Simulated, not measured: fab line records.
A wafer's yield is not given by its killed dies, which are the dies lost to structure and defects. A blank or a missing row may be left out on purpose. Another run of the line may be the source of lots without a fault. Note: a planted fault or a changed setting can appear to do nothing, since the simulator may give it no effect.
fab line records -- flow sky130 -- part 1 of 2: steps 1 to 21 of 22
[record] lots = 7, wafers = 21, lastDay = 49
route steps=708 shown RES_PROTECT@212 POLY_GATE@213 PAD_OPEN@708
lots that met no fault: from a run of the same line without faults
startH: hours from the record's first day to the start of the lot's first wafer shown -- waitH: hours elapsed since this lot's preceding step -- " identical to the entry in the row above -- L1.1+2: a row that stands for several wafers -- - value missing, or start not given -- * or withheld: withheld -- < > ~ a bound
route shown NAME@n: NAME is a module with steps in the file, n the number in the route of the first one -- usual: average and standard deviation across the fault-free wafers -- same: alike in all rows -- chamber/n: place in a boat -- sites: readings site by site -- _std_site: standard deviation of those values -- _edge_site: the outer-site mean with the inner-site mean subtracted -- radiusMm: how far each site lies from the wafer's centre -- mask NAME#n: copy n -- behind: the most recent tool/chamber to have shaped the wafer -- hold: what put the lot on hold/how long, in hours/how the hold closed -- device: the transistor (n, p or np) that didn't switch -- end of line: at the end of the route, the tests of the same wafers -- for a step that has no rows: nothing shown but its recipe -- killed: at the first sort, the dies lost to defects and structure; wafer yield is something else -- map: the dies of a wafer, with x for killed, . for not killed, _ for no die there
set.NAME: the setting the step ran with; set.NAME@STEP: the setting that earlier step ran with -- model.NAME: the simulator's own value behind a step, which no gauge read
lots at some steps of the route; a table a step, a row a wafer
services: when a tool's chamber went out of use (startH, in hours from the record's first day, below 0 if earlier), for how many hours, and the reason
[[steps]]
[step SKY_RES_PROTECT_DEVELOP_06]
[recipe] resist = NOVOLAK, developer = TMAH, developTimeS = 60, devTempC = 23
[step SKY_POLY_GATE_IMPLANT_02]
[recipe] species = P, energyKev = 30, doseCm2 = 7.7e+15, tiltDeg = 0
[step SKY_RES_PROTECT_STRIP_07]
[recipe] chemistry = O2/N2, powerW = 1400, pressureMtorr = 1500, platenTempC = withheld, o2FlowSccm = 3000, n2FlowSccm = 300, overashFraction = 0.5
[usual] drypumpMotorCurrentA = 5.70/0.17, oesProductAu = 0.518/0.0043, stripTimeToEndpointS = 23.32/0.039
[same] overashFraction = 0.5
lot.wafer,tool,chamber,startH,waitH,drypumpMotorCurrentA,oesProductAu,rfHoursCounterH,stripTimeToEndpointS
L414.1,plasmaAsher-01,0,363.73,0.1,5.76,0.516,24,23.26
L414.2,plasmaAsher-01,1,363.73,0.1,5.73,0.513,24,23.26
L414.6,plasmaAsher-01,1,363.73,0.1,5.74,0.514,-,23.33
L415.1,plasmaAsher-03,0,364.03,0.1,5.97,0.530,55,23.37
L415.4,plasmaAsher-03,1,364.03,0.1,5.69,0.521,-,23.30
L415.6,plasmaAsher-03,0,364.03,0.1,5.93,0.512,-,23.32
L419.2,plasmaAsher-03,0,398.17,0.1,5.97,0.517,58,23.29
L419.3,plasmaAsher-03,0,398.17,0.1,5.95,0.511,-,23.30
L419.6,plasmaAsher-03,1,398.17,0.1,5.67,0.521,-,23.28
L420.4,plasmaAsher-01,0,403.49,0.1,5.76,0.522,-,23.32
L420.5,plasmaAsher-01,0,403.49,0.1,5.77,0.520,-,23.36
L420.6,plasmaAsher-01,1,403.49,0.1,5.75,0.510,-,23.29
L421.1,plasmaAsher-03,0,418.20,0.1,5.98,0.517,60,23.32
L421.3,plasmaAsher-03,1,418.20,0.1,5.69,0.517,-,23.32
L421.5,plasmaAsher-03,0,418.20,0.1,5.97,0.516,-,23.29
L431.4,plasmaAsher-03,0,494.01,0.1,5.96,0.514,-,23.32
L431.5,plasmaAsher-03,0,494.01,0.1,5.98,0.511,-,23.28
L431.6,plasmaAsher-03,1,494.01,0.1,5.67,0.520,-,23.33
L433.1,plasmaAsher-01,0,509.51,0.1,5.76,0.512,39,23.32
L433.3,plasmaAsher-01,0,509.51,0.1,5.77,0.518,-,23.29
L433.4,plasmaAsher-01,1,509.51,0.1,5.73,0.522,-,23.36
[step SKY_RES_PROTECT_TW_MEAS_08]
[usual] POLY_GATE_TW = 4046/40
lot.wafer,tool,chamber,startH,waitH,POLY_GATE_TW
L414.1,filmMetro-04,-,363.83,0.1,4044
L414.2,filmMetro-04,-,363.83,0.1,4027
L414.6,filmMetro-04,-,363.83,0.1,4032
L415.1,filmMetro-02,-,364.13,0.1,3966
L415.4,filmMetro-02,-,364.13,0.1,3989
L415.6,filmMetro-02,-,364.13,0.1,3993
L419.2,filmMetro-01,-,398.28,0.1,4071
L419.3,filmMetro-01,-,398.28,0.1,4069
L419.6,filmMetro-01,-,398.28,0.1,4057
L420.4,filmMetro-01,-,403.58,0.1,4071
L420.5,filmMetro-01,-,403.58,0.1,4060
L420.6,filmMetro-01,-,403.58,0.1,4059
L421.1,filmMetro-01,-,418.30,0.1,4040
L421.3,filmMetro-01,-,418.30,0.1,4048
L421.5,filmMetro-01,-,418.30,0.1,4049
L431.4,filmMetro-02,-,494.11,0.1,4011
L431.5,filmMetro-02,-,494.11,0.1,4008
L431.6,filmMetro-02,-,494.11,0.1,4007
L433.1,filmMetro-04,-,509.61,0.1,4110
L433.3,filmMetro-04,-,509.61,0.1,4106
L433.4,filmMetro-04,-,509.61,0.1,4098
[step SKY_RES_PROTECT_CLEAN_09]
[recipe] chemistry = SC1/SC2, mix = 1:4:20, tempC = 70, timeS = 150, dry = n2Spin
[step SKY_POLY_GATE_CVD_03]
[recipe] material = Si3N4, precursor = DCS/NH3, targetThkNm = 75, tempC = 770, timeS = 1290, pressureMtorr = 250
[step SKY_POLY_GATE_THK_MEAS_04]
[recipe] reads = Si3N4_of_POLY_GATE_CVD_03
[usual] POLY_GATE_CVD_03_THK = 75.4/0.69
lot.wafer,tool,chamber,startH,waitH,POLY_GATE_CVD_03_THK[nm]
L414.1,filmMetro-03,-,368.21,0.0,75.7
L414.2,filmMetro-03,-,368.21,0.0,75.9
L414.6,filmMetro-03,-,368.21,0.0,75.9
L415.1,filmMetro-01,-,368.21,0.0,76.2
L415.4,filmMetro-01,-,368.21,0.0,75.4
L415.6,filmMetro-01,-,368.21,0.0,75.4
L419.2,filmMetro-02,-,401.06,0.0,75.2
L419.3,filmMetro-02,-,401.06,0.0,75.5
L419.6,filmMetro-02,-,401.06,0.0,75.5
L420.4,filmMetro-03,-,407.24,0.0,76.1
L420.5,filmMetro-03,-,407.24,0.0,76.5
L420.6,filmMetro-03,-,407.24,0.0,75.9
L421.1,filmMetro-01,-,419.77,0.0,75.1
L421.3,filmMetro-01,-,419.77,0.0,75.4
L421.5,filmMetro-01,-,419.77,0.0,75.9
L431.4,filmMetro-01,-,495.59,0.0,74.2
L431.5,filmMetro-01,-,495.59,0.0,74.1
L431.6,filmMetro-01,-,495.59,0.0,74.6
L433.1,filmMetro-03,-,511.08,0.0,74.7
L433.3,filmMetro-03,-,511.08,0.0,74.9
L433.4,filmMetro-03,-,511.08,0.0,74.4
[step SKY_POLY_GATE_DEHYDRATE_05]
[recipe] tempC = 200, timeS = 60
[step SKY_POLY_GATE_HMDS_06]
[recipe] primeTimeS = 60, primeTempC = 120
[step SKY_POLY_GATE_COAT_07]
[recipe] resist = BARC, tempC = withheld, timeS = withheld, spinRpm = 3000, resistThkNm = 110
[step SKY_POLY_GATE_COAT_08]
[recipe] resist = KrF-thick, spinRpm = 3000, resistThkNm = 450
[step SKY_POLY_GATE_SOFTBAKE_09]
[recipe] tempC = 100, timeS = 90, resist = KrF-thick
[step SKY_POLY_GATE_EXPOSE_10]
[recipe] maskId = P1M, na = 0.68, sourceShape = conventional, sigmaOuter = 0.6, targetCdNm = 150, doseMj = 28
[usual] exposureDoseMJCm2 = 27.98/0.031
[same] na = 0.68, sigmaOuter = 0.6
lot.wafer,tool,chamber,startH,waitH,mask,exposureDoseMJCm2
L414.1,krfScanner-01,0,382.00,-,P1M#0,28.01
L414.2,krfScanner-01,0,382.00,-,P1M#0,27.98
L414.6,krfScanner-01,0,382.00,-,P1M#0,28.00
L415.1,krfScanner-02,0,382.35,-,P1M#0,27.96
L415.4,krfScanner-02,0,382.35,-,P1M#0,27.93
L415.6,krfScanner-02,0,382.35,-,P1M#0,27.97
L419.2,krfScanner-01,0,415.55,-,P1M#0,31.44
L419.3,krfScanner-01,0,415.55,-,P1M#0,31.47
L419.6,krfScanner-01,0,415.55,-,P1M#0,31.45
L420.4,krfScanner-01,0,421.86,-,P1M#0,31.42
L420.5,krfScanner-01,0,421.86,-,P1M#0,31.38
L420.6,krfScanner-01,0,421.86,-,P1M#0,31.32
L421.1,krfScanner-01,0,434.59,-,P1M#0,30.73
L421.3,krfScanner-01,0,434.59,-,P1M#0,30.74
L421.5,krfScanner-01,0,434.59,-,P1M#0,30.73
L431.4,krfScanner-02,0,510.63,-,P1M#0,27.96
L431.5,krfScanner-02,0,510.63,-,P1M#0,27.97
L431.6,krfScanner-02,0,510.63,-,P1M#0,27.94
L433.1,krfScanner-02,0,526.87,-,P1M#0,27.91
L433.3,krfScanner-02,0,526.87,-,P1M#0,27.90
L433.4,krfScanner-02,0,526.87,-,P1M#0,27.93
[step SKY_POLY_GATE_PEB_11]
[recipe] pebTempC = withheld, pebTimeS = withheld, resist = KrF-thick
[step SKY_POLY_GATE_DEVELOP_12]
[recipe] developTimeS = 60, resist = KrF-thick, devTempC = 21
[step SKY_POLY_GATE_CD_MEAS_13]
[recipe] targetCdNm = 150
[usual] cdNm = 149.2/1.6
lot.wafer,tool,chamber,startH,waitH,cdNm
L414.1,cdSem-01,-,396.40,-,148.0
L414.2,cdSem-01,-,396.40,-,149.8
L414.6,cdSem-01,-,396.40,-,148.8
L415.1,cdSem-01,-,396.75,-,150.7
L415.4,cdSem-01,-,396.75,-,149.9
L415.6,cdSem-01,-,396.75,-,150.0
L419.2,cdSem-02,-,430.45,-,131.6
L419.3,cdSem-02,-,430.45,-,131.5
L419.6,cdSem-02,-,430.45,-,130.1
L420.4,cdSem-01,-,437.26,-,128.6
L420.5,cdSem-01,-,437.26,-,127.7
L420.6,cdSem-01,-,437.26,-,127.5
L421.1,cdSem-01,-,450.58,-,132.2
L421.3,cdSem-01,-,450.58,-,132.7
L421.5,cdSem-01,-,450.58,-,130.7
L431.4,cdSem-02,-,525.99,-,149.4
L431.5,cdSem-02,-,525.99,-,147.8
L431.6,cdSem-02,-,525.99,-,146.8
L433.1,cdSem-02,-,541.13,-,147.8
L433.3,cdSem-02,-,541.13,-,147.6
L433.4,cdSem-02,-,541.13,-,147.8
[step SKY_POLY_GATE_OVL_MEAS_14]
[usual] POLY_GATE_OVL = -4/6
lot.wafer,tool,chamber,startH,waitH,POLY_GATE_OVL[nm]
L414.1,overlay-01,-,396.52,0.1,2
L414.2,overlay-01,-,396.52,0.1,-2
L414.6,overlay-01,-,396.52,0.1,-1
L415.1,overlay-01,-,396.87,0.1,2
L415.4,overlay-01,-,396.87,0.1,-2
L415.6,overlay-01,-,396.87,0.1,7
L419.2,overlay-02,-,430.55,0.1,-10
L419.3,overlay-02,-,430.55,0.1,-7
L419.6,overlay-02,-,430.55,0.1,-3
L420.4,overlay-01,-,437.34,0.1,-6
L420.5,overlay-01,-,437.34,0.1,1
L420.6,overlay-01,-,437.34,0.1,-6
L421.1,overlay-02,-,450.70,0.1,-4
L421.3,overlay-02,-,450.70,0.1,0
L421.5,overlay-02,-,450.70,0.1,-3
L431.4,overlay-01,-,526.07,0.1,3
L431.5,overlay-01,-,526.07,0.1,-1
L431.6,overlay-01,-,526.07,0.1,3
L433.1,overlay-02,-,541.25,0.1,-11
L433.3,overlay-02,-,541.25,0.1,-13
L433.4,overlay-02,-,541.25,0.1,-6
[step SKY_POLY_GATE_ETCH_15]
[recipe] chemistry = N2/H2, target = BARC, ionEnergyEv = 200, sourceW = 500, biasW = 100, pressureMtorr = 30, n2FlowSccm = 100, h2FlowSccm = 200, stopOn = SiO2, timeS = 118.5, targetDepthA = 1100
[usual] drypumpMotorCurrentA = 5.7/0.47, oesProductAu = 0.716/0.0042, throttleValvePct = 13.213/0.0086
lot.wafer,tool,chamber,startH,waitH,drypumpMotorCurrentA,oesProductAu,rfHoursCounterH,throttleValvePct,model.POLY_GATE.cdNm
L414.1,rieDiel-02,0,396.56,0.0,5.2,0.721,43,13.216,148.6
L414.2,rieDiel-02,1,396.56,0.0,5.4,0.722,78,13.223,148.5
L414.6,rieDiel-02,3,396.56,0.0,6.1,0.713,-,13.208,151.4
L415.1,rieDiel-01,3,396.91,0.0,6.4,0.714,1,13.221,148.7
L415.4,rieDiel-01,0,396.91,0.0,5.4,0.713,92,13.199,150.5
L415.6,rieDiel-01,3,396.91,0.0,6.3,0.719,-,13.218,149.8
L419.2,rieDiel-03,3,430.58,0.0,5.6,0.715,8,13.219,130.7
L419.3,rieDiel-03,0,430.58,0.0,5.9,0.708,10,13.215,129.9
L419.6,rieDiel-03,1,430.58,0.0,5.7,0.722,-,13.219,129.1
L420.4,rieDiel-01,3,437.36,0.0,6.3,0.721,2,13.226,127.9
L420.5,rieDiel-01,0,437.36,0.0,5.4,0.718,-,13.215,126.6
L420.6,rieDiel-01,3,437.36,0.0,6.3,0.720,-,13.218,125.8
L421.1,rieDiel-02,1,450.73,0.0,5.4,0.713,79,13.202,130.5
L421.3,rieDiel-02,3,450.73,0.0,6.1,0.717,2,13.213,134.5
L421.5,rieDiel-02,3,450.73,0.0,6.1,0.716,-,13.199,131
L431.4,rieDiel-01,3,526.08,0.0,6.3,0.714,5,13.204,150.3
L431.5,rieDiel-01,3,526.08,0.0,6.3,0.720,-,13.214,148.4
L431.6,rieDiel-01,2,526.08,0.0,5.6,0.718,-,13.223,147.2
L433.1,rieDiel-01,1,541.28,0.0,6.5,0.722,2,13.220,147
L433.3,rieDiel-01,3,541.28,0.0,6.3,0.713,5,13.219,147.3
L433.4,rieDiel-01,0,541.28,0.0,5.4,0.718,1,13.204,148.4
[step SKY_POLY_GATE_ETCH_16]
[recipe] stopOn = poly-Si, chemistry = CH3F/O2, target = Si3N4, sourceW = 400, biasW = 80, pressureMtorr = 25, ch3fFlowSccm = 40, O2_flow_sccm = 30, timeS = 147.5, targetDepthA = 750
[usual] drypumpMotorCurrentA = 5.7/0.47, oesProductAu = 0.642/0.0053, throttleValvePct = 10.537/0.0097
lot.wafer,tool,chamber,startH,waitH,drypumpMotorCurrentA,oesProductAu,rfHoursCounterH,throttleValvePct
L414.1,rieDiel-02,0,396.64,0.0,5.2,0.639,43,10.535
L414.2,rieDiel-02,1,396.64,0.0,5.4,0.644,78,10.547
L414.6,rieDiel-02,3,396.64,0.0,6.0,0.649,-,10.549
L415.1,rieDiel-01,3,396.99,0.0,6.3,0.642,1,10.533
L415.4,rieDiel-01,0,396.99,0.0,5.4,0.645,92,10.545
L415.6,rieDiel-01,3,396.99,0.0,6.3,0.648,-,10.541
L419.2,rieDiel-03,3,430.67,0.0,5.7,0.646,8,10.537
L419.3,rieDiel-03,0,430.67,0.0,5.9,0.643,10,10.527
L419.6,rieDiel-03,1,430.67,0.0,5.7,0.637,-,10.518
L420.4,rieDiel-01,3,437.44,0.0,6.3,0.651,2,10.545
L420.5,rieDiel-01,0,437.44,0.0,5.4,0.643,-,10.536
L420.6,rieDiel-01,3,437.44,0.0,6.3,0.642,-,10.536
L421.1,rieDiel-02,1,450.82,0.0,5.4,0.634,79,10.528
L421.3,rieDiel-02,3,450.82,0.0,6.0,0.646,2,10.548
L421.5,rieDiel-02,3,450.82,0.0,6.1,0.638,-,10.532
L431.4,rieDiel-01,3,526.17,0.0,6.3,0.639,5,10.550
L431.5,rieDiel-01,3,526.17,0.0,6.3,0.637,-,10.511
L431.6,rieDiel-01,2,526.17,0.0,5.6,0.641,-,10.542
L433.1,rieDiel-01,1,541.37,0.0,6.6,0.643,2,10.535
L433.3,rieDiel-01,3,541.37,0.0,6.3,0.640,5,10.542
L433.4,rieDiel-01,0,541.37,0.0,5.4,0.640,1,10.542
[step SKY_POLY_GATE_ETCH_17]
[recipe] targetDepthNm = 180, stopOn = SiO2, overEtchFrac = 0.56667, chemistry = HBr/Cl2, target = poly-Si, icpW = 400, biasW = 100, pressureMtorr = 10, HBr_flow_sccm = 150, Cl2_flow_sccm = 50, timeS = 70.5
[usual] HBr_flow_sccm = 150.0/0.46, drypumpMotorCurrentA = 5.5/0.44, heBacksideLeakSccm = 2.67/0.27, oesProductAu = 0.983/0.0077, throttleValvePct = 33.683/0.0088
[same] overEtchFrac = 0.56667
lot.wafer,tool,chamber,startH,waitH,HBr_flow_sccm,drypumpMotorCurrentA,heBacksideLeakSccm,oesProductAu,rfHoursCounterH,throttleValvePct,model.POLY_GATE.cdNm
L414.1,rieSi-02,3,396.74,0.0,149.8,5.5,3.36,0.992,1,33.678,148.8
L414.2,rieSi-02,0,396.74,0.0,150.7,5.5,2.45,0.994,4,33.682,148.5
L414.6,rieSi-02,1,396.74,0.0,149.6,6.0,2.38,0.993,-,33.685,150.7
L415.1,rieSi-01,2,397.09,0.0,149.9,4.9,2.42,0.994,27,33.700,148.4
L415.4,rieSi-01,0,397.09,0.0,150.4,4.8,2.56,0.993,5,33.689,150.3
L415.6,rieSi-01,2,397.09,0.0,150.0,4.8,2.39,0.988,-,33.692,149.4
L419.2,rieSi-02,1,430.77,0.0,150.7,6.0,2.91,0.988,4,33.687,129.7
L419.3,rieSi-02,2,430.77,0.0,150.9,6.0,2.61,0.980,3,33.683,130
L419.6,rieSi-02,1,430.77,0.0,150.4,6.0,3.01,0.981,-,33.664,128.3
L420.4,rieSi-02,3,437.54,0.0,150.2,5.5,2.81,0.997,2,33.679,128.1
L420.5,rieSi-02,1,437.54,0.0,150.2,6.0,2.55,0.988,-,33.696,125.4
L420.6,rieSi-02,2,437.54,0.0,150.3,6.0,2.77,0.970,-,33.686,125.9
L421.1,rieSi-01,0,450.92,0.0,150.4,4.8,2.53,0.988,5,33.679,131.2
L421.3,rieSi-01,2,450.92,0.0,150.3,4.9,2.56,0.980,27,33.677,134.5
L421.5,rieSi-01,0,450.92,0.0,150.5,4.8,2.46,0.975,-,33.688,132.1
L431.4,rieSi-01,2,526.29,0.1,150.3,4.9,2.51,0.987,-,33.683,149.3
L431.5,rieSi-01,1,526.29,0.1,149.3,6.0,2.52,0.982,-,33.692,148.6
L431.6,rieSi-01,0,526.29,0.1,149.9,4.8,2.29,0.977,-,33.674,148.2
L433.1,rieSi-01,3,541.47,0.0,150.1,5.4,3.02,0.980,0,33.678,147.4
L433.3,rieSi-01,2,541.47,0.0,149.7,4.9,2.52,0.986,28,33.678,147.2
L433.4,rieSi-01,0,541.47,0.0,149.9,4.9,2.47,0.967,6,33.686,149.2
[step SKY_POLY_GATE_STRIP_18]
[recipe] chemistry = O2/N2, powerW = 1400, pressureMtorr = 1500, platenTempC = withheld, o2FlowSccm = 3000, n2FlowSccm = 300, overashFraction = 0.5
[usual] drypumpMotorCurrentA = 5.8/0.39, oesProductAu = 0.361/0.005, stripTimeToEndpointS = 3.17/0.033
[same] overashFraction = 0.5
lot.wafer,tool,chamber,startH,waitH,drypumpMotorCurrentA,oesProductAu,rfHoursCounterH,stripTimeToEndpointS
L414.1,plasmaAsher-02,1,396.79,0.0,5.2,0.363,72,3.16
L414.2,plasmaAsher-02,0,396.79,0.0,6.4,0.370,72,3.20
L414.6,plasmaAsher-02,0,396.79,0.0,6.4,0.349,-,3.11
L415.1,plasmaAsher-03,0,397.14,0.0,6.0,0.359,58,3.16
L415.4,plasmaAsher-03,1,397.14,0.0,5.7,0.359,-,3.14
L415.6,plasmaAsher-03,0,397.14,0.0,6.0,0.364,-,3.17
L419.2,plasmaAsher-03,0,430.82,0.0,5.9,0.363,61,3.20
L419.3,plasmaAsher-03,0,430.82,0.0,6.0,0.357,-,3.23
L419.6,plasmaAsher-03,1,430.82,0.0,5.7,0.363,-,3.20
L420.4,plasmaAsher-01,1,437.63,0.1,5.7,0.361,-,3.17
L420.5,plasmaAsher-01,1,437.63,0.1,5.7,0.349,-,3.17
L420.6,plasmaAsher-01,0,437.63,0.1,5.8,0.361,-,3.18
L421.1,plasmaAsher-02,1,450.97,0.0,5.2,0.361,2,3.17
L421.3,plasmaAsher-02,0,450.97,0.0,6.4,0.362,-,3.12
L421.5,plasmaAsher-02,1,450.97,0.0,5.2,0.355,-,3.13
L431.4,plasmaAsher-03,0,526.35,0.0,5.9,0.356,-,3.14
L431.5,plasmaAsher-03,0,526.35,0.0,6.0,0.358,-,3.16
L431.6,plasmaAsher-03,1,526.35,0.0,5.7,0.359,-,3.18
L433.1,plasmaAsher-02,1,541.52,0.0,5.2,0.360,12,3.13
L433.3,plasmaAsher-02,0,541.52,0.0,6.4,0.358,-,3.16
L433.4,plasmaAsher-02,1,541.52,0.0,5.2,0.370,-,3.21
[[key]]
[firstSign] step = SKY_POLY_GATE_EXPOSE_10, reading = exposureDoseMJCm2, direction = up, sigmas = 99+, usual = *, struck = *
[effect] step = SKY_POLY_GATE_CD_MEAS_13, reading = cdNm, direction = down, sigmas = 12, usual = 149.2, struck = 130.3, through = controlLoop
[effect] step = SKY_PAD_OPEN_PROBE_99, reading = killedAtFrontEnd, direction = up, sigmas = 4.9, usual = 15, struck = 38, wafersMoved = 8
[modelEffect] step = SKY_POLY_GATE_ETCH_15, value = POLY_GATE.cdNm, without = 148, struck = 129.6
[modelEffect] step = SKY_POLY_GATE_ETCH_17, value = POLY_GATE.cdNm, without = 147.9, struck = 129.5
[modelEffect] step = SKY_PAD_OPEN_PROBE_99, value = etest.resXhighPo.lineOhmUm, without = 5700, struck = 6019
[moreKillsBornAt] SKY_POLY_GATE_EXPOSE_10@krfScanner-01 = 230
metAt SKY_POLY_GATE_EXPOSE_10
struckWafers L419.2,L419.3,L419.6,L420.4,L420.5,L420.6,L421.1,L421.3,L421.5
testerLeftOut L419,L420,L421
[loopTrim] step = SKY_POLY_GATE_EXPOSE_10, setting = dose, lots = L421
onsetBetween 382.00 415.55
[fault] kind = processParameterDrift, tool = krfScanner-01, chamber = -, onsetH = 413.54, steps = SKY_POLY_GATE_EXPOSE_10, channel = doseMj, offset = 3.4244, shape = step, actsIn = theseRecipesOnly, stated = 28
// testerLeftOut: of these lots the tester's yield and bins aren't shown, on N5 and GAA mostly nor the transistor test; their killed dies are dies lost to structure and defects alone, not to doping, threshold or leakage, so they don't give the yield
// loopTrim: a control loop set the setting to another value than it would have without faults
